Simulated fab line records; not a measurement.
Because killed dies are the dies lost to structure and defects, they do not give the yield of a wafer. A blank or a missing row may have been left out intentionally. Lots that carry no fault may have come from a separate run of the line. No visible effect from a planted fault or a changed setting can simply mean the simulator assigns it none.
fab line records | flow gf180mcu
[record] lots = 5 wafers = 15 lastDay = 34
route steps=602 shown V2@388 M3@409
lots with no fault: from the same line, run without faults
startH: hours from the record's opening day to when the first of the lot's shown wafers began | waitH: time in hours since the lot's previous step | " identical to the entry in the row above | L1.1+2: one row covering several wafers at once | - no value present, or no start provided | * or withheld: withheld | < > ~ a bound
route shown NAME@n: a module of which the file shows steps, and the number in the route of the first | usual: mean and standard deviation over wafers with no fault | same: alike in all rows | chamber/n: place in a boat | sites: the reading at each site | _std_site: how widely they spread, as a standard deviation | _edge_site: outer sites' mean less inner sites' | radiusMm: for every site, how far away it sits from the centre of the wafer | mask NAME#n: copy n | behind: the last tool/chamber to shape the wafer | hold: cause of the lot's hold/its duration in hours/its outcome | device: whichever transistor did not switch (one of n, p or np) | end of line: at the end of the route, the tests of the same wafers | where a step has no rows: the recipe by itself | killed: dies that structure and defects cost at the first sort, which is not the same as the wafer's yield | map: a wafer's dies, marking killed ones x, the rest . and places with no die _
set.NAME: setting as actually run; set.NAME@STEP: the setting as run at that earlier step | model.NAME: the simulator's own value behind a step, which no gauge read
lots at selected steps of the route; one table per step, one row per wafer
services: the hour from which a tool's chamber was out of use, counted from the record's first day as startH (under 0 if before that day), plus the number of hours and why
[[steps]]
[step GF_V2_DEHYDRATE_06]
[recipe] tempC = 200 timeS = 60
[usual] chillPlateTempC = 23.00/0.11
// columns lot.wafer tool chamber startH waitH chillPlateTempC
L078.2 lithoTrack-02 0 492.10 11.8 22.89
L078.4 " 0 " " 23.00
L078.5 " 0 " " 22.94
L082.1 lithoTrack-01 0 538.20 10.7 22.86
L082.4 " 0 " " 23.01
L082.6 " 0 " " 22.88
L086.3 lithoTrack-02 0 553.22 10.5 23.13
L086.4 " 0 " " 23.15
L086.5 " 0 " " 23.01
L093.1 lithoTrack-04 0 618.61 10.1 22.91
L093.2 " 0 " " 22.93
L093.4 " 0 " " 22.83
L097.1 lithoTrack-01 0 634.34 9.0 23.02
L097.4 " 0 " " 22.94
L097.5 " 0 " " 23.04
[step GF_V2_HMDS_07]
[recipe] primeTimeS = 60 primeTempC = 120
[usual] chillPlateTempC = 23.00/0.11
// columns lot.wafer tool chamber startH waitH chillPlateTempC
L078.2 lithoTrack-02 0 492.25 0.1 23.08
L078.4 " 0 " " 23.04
L078.5 " 0 " " 22.84
L082.1 lithoTrack-01 0 538.35 0.1 22.93
L082.4 " 0 " " 22.84
L082.6 " 0 " " 22.89
L086.3 lithoTrack-02 0 553.37 0.1 23.06
L086.4 " 0 " " 22.98
L086.5 " 0 " " 22.96
L093.1 lithoTrack-04 0 618.76 0.1 23.08
L093.2 " 0 " " 23.09
L093.4 " 0 " " 23.26
L097.1 lithoTrack-01 0 634.49 0.1 22.99
L097.4 " 0 " " 22.87
L097.5 " 0 " " 23.03
[step GF_V2_COAT_08]
[recipe] resist = BARC tempC = withheld timeS = withheld spinRpm = withheld resistThkNm = withheld
[usual] chillPlateTempC = *
// columns lot.wafer tool chamber startH waitH chillPlateTempC
L078.2 lithoTrack-02 0 492.40 0.1 *
L078.4 " 0 " " *
L078.5 " 0 " " *
L082.1 lithoTrack-01 0 538.50 0.1 *
L082.4 " 0 " " *
L082.6 " 0 " " *
L086.3 lithoTrack-02 0 553.52 0.1 *
L086.4 " 0 " " *
L086.5 " 0 " " *
L093.1 lithoTrack-04 0 618.91 0.1 *
L093.2 " 0 " " *
L093.4 " 0 " " *
L097.1 lithoTrack-01 0 634.64 0.1 *
L097.4 " 0 " " *
L097.5 " 0 " " *
[step GF_V2_COAT_09]
[recipe] resist = KrF spinRpm = withheld resistThkNm = 1000
[usual] chillPlateTempC = 23.00/0.11
// columns lot.wafer tool chamber startH waitH chillPlateTempC
L078.2 lithoTrack-02 0 - - 22.89
L078.4 " 0 " " 23.07
L078.5 " 0 " " 22.96
L082.1 lithoTrack-01 0 - - 23.01
L082.4 " 0 " " 23.15
L082.6 " 0 " " 23.09
L086.3 lithoTrack-02 0 - - 23.18
L086.4 " 0 " " 23.04
L086.5 " 0 " " 23.05
L093.1 lithoTrack-04 0 - - 23.19
L093.2 " 0 " " 23.23
L093.4 " 0 " " 23.04
L097.1 lithoTrack-01 0 - - 23.04
L097.4 " 0 " " 23.07
L097.5 " 0 " " 22.97
[step GF_V2_SOFTBAKE_10]
[recipe] tempC = 130 timeS = 60 resist = KrF
[usual] chillPlateTempC = 23.03/0.11
// columns lot.wafer tool chamber startH waitH chillPlateTempC
L078.2 lithoTrack-02 0 - - 22.87
L078.4 " 0 " " 22.93
L078.5 " 0 " " 22.93
L082.1 lithoTrack-01 0 - - 23.13
L082.4 " 0 " " 22.91
L082.6 " 0 " " 23.01
L086.3 lithoTrack-02 0 - - 23.20
L086.4 " 0 " " 22.96
L086.5 " 0 " " 23.17
L093.1 lithoTrack-04 0 - - 23.13
L093.2 " 0 " " 23.04
L093.4 " 0 " " 22.89
L097.1 lithoTrack-01 0 - - 23.01
L097.4 " 0 " " 22.88
L097.5 " 0 " " 22.84
[step GF_V2_EXPOSE_11]
[recipe] maskId = Via2 targetCdNm = 260 na = 0.68 sourceShape = conventional sigmaOuter = 0.6 doseMj = 38
[same] na = 0.68
// columns lot.wafer tool chamber startH waitH mask
L078.2+4+5 krfScanner-02 0 - - Via2#0
L082.1+4+6 krfScanner-02 0 - - Via2#0
L086.3+4+5 krfScanner-01 0 - - Via2#0
L093.1+2+4 krfScanner-02 0 - - Via2#0
L097.1+4+5 krfScanner-01 0 - - Via2#0
[step GF_V2_PEB_12]
[recipe] pebTempC = 135 pebTimeS = 90 resist = KrF
[usual] chillPlateTempC = 23.01/0.1
[same] pebTimeS = 90
// columns lot.wafer tool chamber startH waitH chillPlateTempC
L078.2 lithoTrack-02 0 - - 22.98
L078.4 " 0 " " 23.20
L078.5 " 0 " " 22.82
L082.1 lithoTrack-02 0 - - 22.92
L082.4 " 0 " " 22.99
L082.6 " 0 " " 22.90
L086.3 lithoTrack-01 0 - - 22.96
L086.4 " 0 " " 22.89
L086.5 " 0 " " 22.78
L093.1 lithoTrack-01 0 - - 23.13
L093.2 " 0 " " 23.05
L093.4 " 0 " " 23.05
L097.1 lithoTrack-02 0 - - 22.95
L097.4 " 0 " " 23.13
L097.5 " 0 " " 23.19
[step GF_V2_DEVELOP_13]
[recipe] developTimeS = 60 resist = KrF devTempC = 21
[usual] chillPlateTempC = 23.02/0.11
// columns lot.wafer tool chamber startH waitH chillPlateTempC
L078.2 lithoTrack-02 0 504.60 0.2 22.93
L078.4 " 0 " " 23.04
L078.5 " 0 " " 22.94
L082.1 lithoTrack-02 0 550.42 0.2 23.12
L082.4 " 0 " " 22.87
L082.6 " 0 " " 22.92
L086.3 lithoTrack-01 0 563.99 0.1 22.96
L086.4 " 0 " " 23.05
L086.5 " 0 " " 23.16
L093.1 lithoTrack-01 0 628.49 0.2 23.12
L093.2 " 0 " " 23.18
L093.4 " 0 " " 23.14
L097.1 lithoTrack-02 0 644.82 0.2 23.18
L097.4 " 0 " " 23.16
L097.5 " 0 " " 23.21
[step GF_V2_CD_MEAS_14]
[recipe] targetCdNm = 260
[usual] cdNm = 260.0/1.5
// columns lot.wafer tool chamber startH waitH cdNm
L078.2 cdSem-01 - 504.74 0.1 263.0
L078.4 " - " " 261.8
L078.5 " - " " 262.3
L082.1 cdSem-02 - 550.57 0.1 260.7
L082.4 " - " " 261.5
L082.6 " - " " 260.4
L086.3 cdSem-02 - 564.13 0.1 259.1
L086.4 " - " " 260.5
L086.5 " - " " 260.1
L093.1 cdSem-02 - 628.64 0.1 260.8
L093.2 " - " " 261.3
L093.4 " - " " 261.6
L097.1 cdSem-01 - 644.97 0.1 260.6
L097.4 " - " " 261.3
L097.5 " - " " 260.2
[step GF_V2_OVL_MEAS_15]
[usual] V2_OVL = 2/4.6
// columns lot.wafer tool chamber startH waitH V2_OVL[nm]
L078.2 overlay-02 - 504.85 0.1 3
L078.4 " - " " 1
L078.5 " - " " 4
L082.1 overlay-02 - 550.69 0.1 0
L082.4 " - " " -2
L082.6 " - " " -2
L086.3 overlay-02 - 564.23 0.1 3
L086.4 " - " " 5
L086.5 " - " " -2
L093.1 overlay-02 - 628.76 0.1 1
L093.2 " - " " -1
L093.4 " - " " -1
L097.1 overlay-02 - 645.09 0.1 11
L097.4 " - " " 9
L097.5 " - " " 8
[step GF_V2_ETCH_16]
[recipe] chemistry = N2/H2 targetDepthA = withheld overetchA = withheld timeS = withheld target = BARC ionEnergyEv = 200 sourceW = 500 biasW = 100 pressureMtorr = 30 n2FlowSccm = 100 h2FlowSccm = 200
[usual] drypumpMotorCurrentA = 5.7/0.4 n2FlowSccm = 100.0/0.3 oesProductAu = 0.854/0.0044 throttleValvePct = 13.225/0.0086
// columns lot.wafer tool chamber startH waitH drypumpMotorCurrentA n2FlowSccm oesProductAu throttleValvePct
L078.2 rieDiel-03 2 504.88 0.0 5.8 100.0 0.862 13.247
L078.4 " 0 " " 5.9 100.9 0.859 13.227
L078.5 " 2 " " 5.8 100.2 0.855 13.205
L082.1 rieDiel-01 2 550.73 0.0 6.0 100.1 0.855 13.233
L082.4 " 1 " " 4.8 100.4 0.858 13.230
L082.6 " 0 " " 5.1 100.3 0.859 13.229
L086.3 rieDiel-02 0 564.25 0.0 5.8 99.9 0.854 13.213
L086.4 " 3 " " 6.1 100.1 0.849 13.216
L086.5 " 1 " " 6.4 99.9 0.860 13.232
L093.1 rieDiel-02 3 628.80 0.0 6.0 100.5 0.854 13.225
L093.2 " 1 " " 6.4 100.2 0.859 13.225
L093.4 " 2 " " 5.5 100.3 0.857 13.215
L097.1 rieDiel-03 0 645.12 0.0 5.9 99.6 0.855 13.233
L097.4 " 3 " " 5.4 100.3 0.853 13.218
L097.5 " 0 " " 5.9 100.1 0.861 13.217
[step GF_V2_ETCH_17]
[recipe] chemistry = C4F8/O2/Ar maskMaterial = KrF target = SiO2 stopOn = TiN sourceW = 1500 biasW = 1200 pressureMtorr = 40 c4f8FlowSccm = withheld O2_flow_sccm = 6 Ar_flow_sccm = 300 timeS = withheld targetDepthA = 6300
[usual] oesProductAu = 0.857/0.0052
// columns lot.wafer tool chamber startH waitH oesProductAu
L078.2 rieDiel-03 2 - - 0.865
L078.4 " 0 " " 0.849
L078.5 " 2 " " 0.856
L082.1 rieDiel-01 2 - - 0.869
L082.4 " 1 " " 0.860
L082.6 " 0 " " 0.857
L086.3 rieDiel-02 0 - - 0.863
L086.4 " 3 " " 0.859
L086.5 " 1 " " 0.861
L093.1 rieDiel-02 3 - - 0.849
L093.2 " 1 " " 0.851
L093.4 " 2 " " 0.861
L097.1 rieDiel-03 0 - - 0.848
L097.4 " 3 " " 0.855
L097.5 " 0 " " 0.861
[step GF_V2_STRIP_18]
[recipe] chemistry = O2/N2 powerW = 1400 pressureMtorr = 1500 platenTempC = 250 o2FlowSccm = 3000 n2FlowSccm = 300 overashFraction = 0.5
[usual] drypumpMotorCurrentA = 5.9/0.5 heaterPowerW = 334/29 n2FlowSccm = 299.9/0.89 oesProductAu = 0.592/0.005
// columns lot.wafer tool chamber startH waitH drypumpMotorCurrentA heaterPowerW n2FlowSccm oesProductAu rfHoursCounterH
L078.2 plasmaAsher-04 0 505.01 - 5.2 327 299.7 0.598 40
L078.4 " 1 " " 5.5 303 300.5 0.605 -
L078.5 " 1 " " 5.5 310 299.6 0.588 -
L082.1 plasmaAsher-03 0 550.85 - 6.7 356 301.3 0.590 77
L082.4 " 1 " " 6.0 364 300.5 0.598 -
L082.6 " 0 " " 6.8 355 301.0 0.588 -
L086.3 plasmaAsher-03 0 564.41 - 6.7 354 300.5 0.602 -
L086.4 " 1 " " 6.0 358 299.1 0.601 -
L086.5 " 0 " " 6.7 361 300.1 0.595 -
L093.1 plasmaAsher-04 0 628.93 - 5.2 320 300.1 0.595 53
L093.2 " 1 " " 5.6 303 300.2 0.594 53
L093.4 " 1 " " 5.6 307 299.1 0.596 -
L097.1 plasmaAsher-04 0 645.25 - 5.2 317 300.2 0.589 54
L097.4 " 1 " " 5.6 309 299.2 0.586 -
L097.5 " 0 " " 5.2 321 301.9 0.587 -
[step GF_V2_STRIP_19]
[recipe] chemistry = postEtchResidueRemover timeS = 1200 tempC = 72.5
// columns lot.wafer tool chamber startH waitH
L078.2+4+5 wetBench-01 0 505.11 0.1
L082.1+4+6 wetBench-01 2 550.95 0.1
L086.3+4+5 wetBench-01 1 564.48 0.0
L093.1+2+4 wetBench-03 1 629.03 0.1
L097.1+4+5 wetBench-04 1 645.35 0.1
[step GF_V2_CLEAN_20]
[recipe] chemistry = DIW dry = n2Spin
// columns lot.wafer tool chamber startH waitH
L078.2+4+5 wetBench-04 2 505.45 0.0
L082.1+4+6 wetBench-01 0 551.30 0.0
L086.3+4+5 wetBench-03 2 564.82 0.0
L093.1+2+4 wetBench-01 1 629.40 0.0
L097.1+4+5 wetBench-03 3 645.70 0.0
[step GF_V2_SPUTTER_21]
[recipe] material = Ti targetThkNm = 15 chamberPressurePa = 5 powerW = 2500 substrateTempC = 200 timeS = 80.02
[usual] throttleValvePct = 30.0/0.87
// columns lot.wafer tool chamber startH waitH throttleValvePct
L078.2 pvdSputter-04 - 505.65 0.0 30.0
L078.4 " - " " 29.5
L078.5 " - " " 30.1
L082.1 pvdSputter-03 - 551.39 0.0 28.5
L082.4 " - " " 30.5
L082.6 " - " " 30.5
L086.3 pvdSputter-03 - 564.91 0.0 29.7
L086.4 " - " " 30.2
L086.5 " - " " 28.5
L093.1 pvdSputter-03 - 629.49 0.0 30.6
L093.2 " - " " 29.7
L093.4 " - " " 30.7
L097.1 pvdSputter-02 - 645.79 0.0 30.4
L097.4 " - " " 30.1
L097.5 " - " " 30.4
[step GF_V2_SPUTTER_22]
[recipe] material = TiN targetThkNm = 10 chamberPressurePa = 5 powerW = 4000 timeS = 40
[usual] throttleValvePct = 30.0/0.9
// columns lot.wafer tool chamber startH waitH throttleValvePct
L078.2 pvdSputter-04 - 505.71 0.0 29.8
L078.4 " - " " 29.6
L078.5 " - " " 30.1
L082.1 pvdSputter-03 - 551.45 0.0 28.5
L082.4 " - " " 30.5
L082.6 " - " " 30.8
L086.3 pvdSputter-03 - 564.97 0.0 29.4
L086.4 " - " " 30.1
L086.5 " - " " 28.3
L093.1 pvdSputter-03 - 629.55 0.0 30.6
L093.2 " - " " 29.6
L093.4 " - " " 30.5
L097.1 pvdSputter-02 - 645.85 0.0 30.3
L097.4 " - " " 30.4
L097.5 " - " " 30.5
[step GF_V2_CVD_23]
[recipe] material = W targetThkNm = 350 timeS = 104.94 tempC = 400 pressureTorr = 40
[usual] heaterPowerW = 847/98
// columns lot.wafer tool chamber startH waitH heaterPowerW
L078.2 cvdW-02 1 505.75 0.0 972
L078.4 " 1 " " 966
L078.5 " 0 " " 705
L082.1 cvdW-01 1 551.49 0.0 871
L082.4 " 1 " " 867
L082.6 " 1 " " 864
L086.3 cvdW-01 0 565.05 0.1 831
L086.4 " 1 " " 877
L086.5 " 0 " " 855
L093.1 cvdW-02 1 629.59 0.0 956
L093.2 " 0 " " 714
L093.4 " 1 " " 975
L097.1 cvdW-01 1 645.89 0.0 870
L097.4 " 0 " " 876
L097.5 " 1 " " 869
[step GF_V2_RS_MEAS_24]
[recipe] thkMeasGauge = four-point-probe reads = W_of_V2_CVD_23+TiN_of_V2_SPUTTER_22+Ti_of_V2_SPUTTER_21
[usual] V2_W_RS = 0.327/0.0044
// columns lot.wafer tool chamber startH waitH V2_W_RS[ohm/sq]
L078.2 filmMetro-01 - 505.88 0.1 0.332
L078.4 " - " " 0.333
L078.5 " - " " 0.328
L082.1 filmMetro-03 - 551.71 0.2 0.329
L082.4 " - " " 0.326
L082.6 " - " " 0.327
L086.3 filmMetro-03 - 565.17 0.1 0.316
L086.4 " - " " 0.326
L086.5 " - " " 0.316
L093.1 filmMetro-01 - 629.71 0.1 0.335
L093.2 " - " " 0.327
L093.4 " - " " 0.332
L097.1 filmMetro-03 - 646.00 0.1 0.327
L097.4 " - " " 0.325
L097.5 " - " " 0.327
[step GF_V2_THK_MEAS_25]
[recipe] thkMeasGauge = xrf reads = W_of_V2_CVD_23
[usual] V2_W_THK = 337/4.9
// columns lot.wafer tool chamber startH waitH V2_W_THK[nm]
L078.2 filmMetro-01 - 505.99 0.1 329
L078.4 " - " " 328
L078.5 " - " " 334
L082.1 filmMetro-03 - 551.83 0.1 338
L082.4 " - " " 343
L082.6 " - " " 339
L086.3 filmMetro-03 - 565.27 0.1 352
L086.4 " - " " 340
L086.5 " - " " 351
L093.1 filmMetro-01 - 629.83 0.1 326
L093.2 " - " " 334
L093.4 " - " " 329
L097.1 filmMetro-03 - 646.12 0.1 341
L097.4 " - " " 342
L097.5 " - " " 341
[step GF_V2_CMP_26]
[recipe] stopOn = SiO2 downForcePsi = 3.5 platenRpm = 60 tOverpolishS = 15 targetThkNm = 0 padVelocityMS = 0.94248
[usual] motorCurrentA = 10.8/0.74 overpolishRunS = 14.998/0.0089 slurryFilterDpKPa = 13.49/0.12 timeToEndpointS = 87/4
// columns lot.wafer tool chamber startH waitH motorCurrentA overpolishRunS slurryFilterDpKPa timeToEndpointS
L078.4 cmp-02 2 506.09 0.1 12.2 14.993 13.52 92
L078.2 " 3 " " 9.9 14.997 13.54 89
L078.5 " 1 " " 10.7 14.992 13.46 84
L082.1 cmp-01 3 551.89 0.1 11.1 15.000 13.45 82
L082.4 " 0 " " 10.2 15.009 13.54 86
L082.6 " 3 " " 10.4 15.008 13.35 82
L086.4 cmp-01 3 565.31 0.0 11.4 14.980 13.46 82
L086.3 " 0 " " 10.1 14.995 13.66 87
L086.5 " 3 " " 10.7 15.001 13.31 85
L093.2 cmp-02 1 629.89 0.0 10.6 14.994 13.53 89
L093.4 " 3 " " 10.0 15.007 13.58 88
L093.1 " 0 " " 10.3 15.009 13.39 81
L097.4 cmp-02 0 646.18 0.0 10.4 15.005 13.44 82
L097.1 " 1 " " 10.4 14.998 13.60 84
L097.5 " 0 " " 10.1 14.998 13.29 83
[step GF_M3_SPUTTER_00]
[recipe] material = Ti targetThkNm = 37.5 arrivingIonEnergyEv = 80 substrateTempC = 200 chamberPressurePa = 2 powerW = 4000 timeS = 150
[usual] throttleValvePct = 30.1/0.68
// columns lot.wafer tool chamber startH waitH throttleValvePct
L078.2 pvdSputter-01 - 506.34 0.1 30.2
L078.4 " - " " 30.6
L078.5 " - " " 30.4
L082.1 pvdSputter-03 - 552.19 0.2 28.5
L082.4 " - " " 29.8
L082.6 " - " " 30.4
L086.3 pvdSputter-04 - 565.61 0.2 31.2
L086.4 " - " " 29.7
L086.5 " - " " 31.3
L093.1 pvdSputter-04 - 630.19 0.1 31.3
L093.2 " - " " 29.8
L093.4 " - " " 30.1
L097.1 pvdSputter-01 - 646.48 0.2 30.3
L097.4 " - " " 30.2
L097.5 " - " " 30.4
[step GF_M3_SPUTTER_01]
[recipe] material = TiN targetThkNm = 30 powerW = 6500 timeS = 25 chamberPressurePa = 0.4
[usual] throttleValvePct = 30.1/0.68
// columns lot.wafer tool chamber startH waitH throttleValvePct
L078.2 pvdSputter-01 - 506.44 0.1 30.2
L078.4 " - " " 30.3
L078.5 " - " " 30.2
L082.1 pvdSputter-03 - 552.29 0.1 28.3
L082.4 " - " " 29.8
L082.6 " - " " 30.9
L086.3 pvdSputter-04 - 565.71 0.1 31.3
L086.4 " - " " 29.7
L086.5 " - " " 31.6
L093.1 pvdSputter-04 - 630.29 0.1 31.4
L093.2 " - " " 29.7
L093.4 " - " " 30.1
L097.1 pvdSputter-01 - 646.58 0.1 30.4
L097.4 " - " " 30.3
L097.5 " - " " 30.5
[step GF_M3_SPUTTER_02]
[recipe] material = AlCu targetThkNm = 450 powerW = 10600 timeS = 23.9 chamberPressurePa = 0.4
[usual] throttleValvePct = 30.1/0.68
// columns lot.wafer tool chamber startH waitH throttleValvePct
L078.2 pvdSputter-01 - 506.47 0.0 30.4
L078.4 " - " " 30.4
L078.5 " - " " 30.4
L082.1 pvdSputter-03 - 552.32 0.0 28.4
L082.4 " - " " 29.4
L082.6 " - " " 30.4
L086.3 pvdSputter-04 - 565.74 0.0 31.5
L086.4 " - " " 29.6
L086.5 " - " " 31.3
L093.1 pvdSputter-04 - 630.32 0.0 31.3
L093.2 " - " " 29.6
L093.4 " - " " 30.1
L097.1 pvdSputter-01 - 646.61 0.0 30.3
L097.4 " - " " 30.0
L097.5 " - " " 30.4
[step GF_M3_SPUTTER_03]
[recipe] material = Ti targetThkNm = 10 substrateTempC = 300 chamberPressurePa = 0.3 powerW = 3000 timeS = 6.7
[usual] throttleValvePct = 30.1/0.67
// columns lot.wafer tool chamber startH waitH throttleValvePct
L078.2 pvdSputter-01 - 506.50 0.0 30.2
L078.4 " - " " 30.6
L078.5 " - " " 30.3
L082.1 pvdSputter-03 - 552.35 0.0 28.5
L082.4 " - " " 29.7
L082.6 " - " " 30.2
L086.3 pvdSputter-04 - 565.77 0.0 31.3
L086.4 " - " " 29.5
L086.5 " - " " 31.4
L093.1 pvdSputter-04 - 630.35 0.0 31.5
L093.2 " - " " 29.6
L093.4 " - " " 30.2
L097.1 pvdSputter-01 - 646.64 0.0 30.3
L097.4 " - " " 30.1
L097.5 " - " " 30.6
[step GF_M3_SPUTTER_04]
[recipe] material = TiN targetThkNm = 50 powerW = 6500 timeS = 41.7 chamberPressurePa = 0.4
[usual] throttleValvePct = 30.1/0.67
// columns lot.wafer tool chamber startH waitH throttleValvePct
L078.2 pvdSputter-01 - 506.52 0.0 30.4
L078.4 " - " " 30.3
L078.5 " - " " 30.5
L082.1 pvdSputter-03 - 552.37 0.0 28.4
L082.4 " - " " 29.7
L082.6 " - " " 30.5
L086.3 pvdSputter-04 - 565.79 0.0 31.5
L086.4 " - " " 29.5
L086.5 " - " " 31.4
L093.1 pvdSputter-04 - 630.37 0.0 31.3
L093.2 " - " " 29.7
L093.4 " - " " 30.3
L097.1 pvdSputter-01 - 646.66 0.0 30.3
L097.4 " - " " 30.2
L097.5 " - " " 30.2
[[services]]
// columns tool chamber startH hours kind
krfScanner-01 - 471.48 0.2 repair
krfScanner-01 - 476.12 1.0 pm
krfScanner-01 - 478.46 0.8 pm
cmp-01 - 488.11 2.5 repair
krfScanner-02 - 497.38 1.0 pm
cmp-01 - 501.84 6.6 repair
cmp-02 - 503.87 0.4 repair
pvdSputter-03 - 504.84 7.1 repair
krfScanner-02 - 510.49 3.1 repair
cvdW-02 1 523.81 10.5 repair
pvdSputter-03 - 533.03 2.6 repair
cmp-02 - 546.98 0.8 repair
rieDiel-03 1 554.37 8.2 repair
cmp-02 - 556.03 2.1 repair
krfScanner-02 - 572.75 0.8 pm
cmp-02 - 596.49 8.9 repair
wetBench-01 - 599.33 1.1 repair
cmp-02 - 605.36 5.1 pm
rieDiel-03 2 614.00 3.1 repair
krfScanner-02 - 620.85 3.4 repair
rieDiel-02 2 621.85 3.3 repair
cvdW-01 - 623.59 6.9 pm
krfScanner-02 - 640.14 1.3 pm
cvdW-01 - 642.33 0.5 repair
[[key]]
fault none
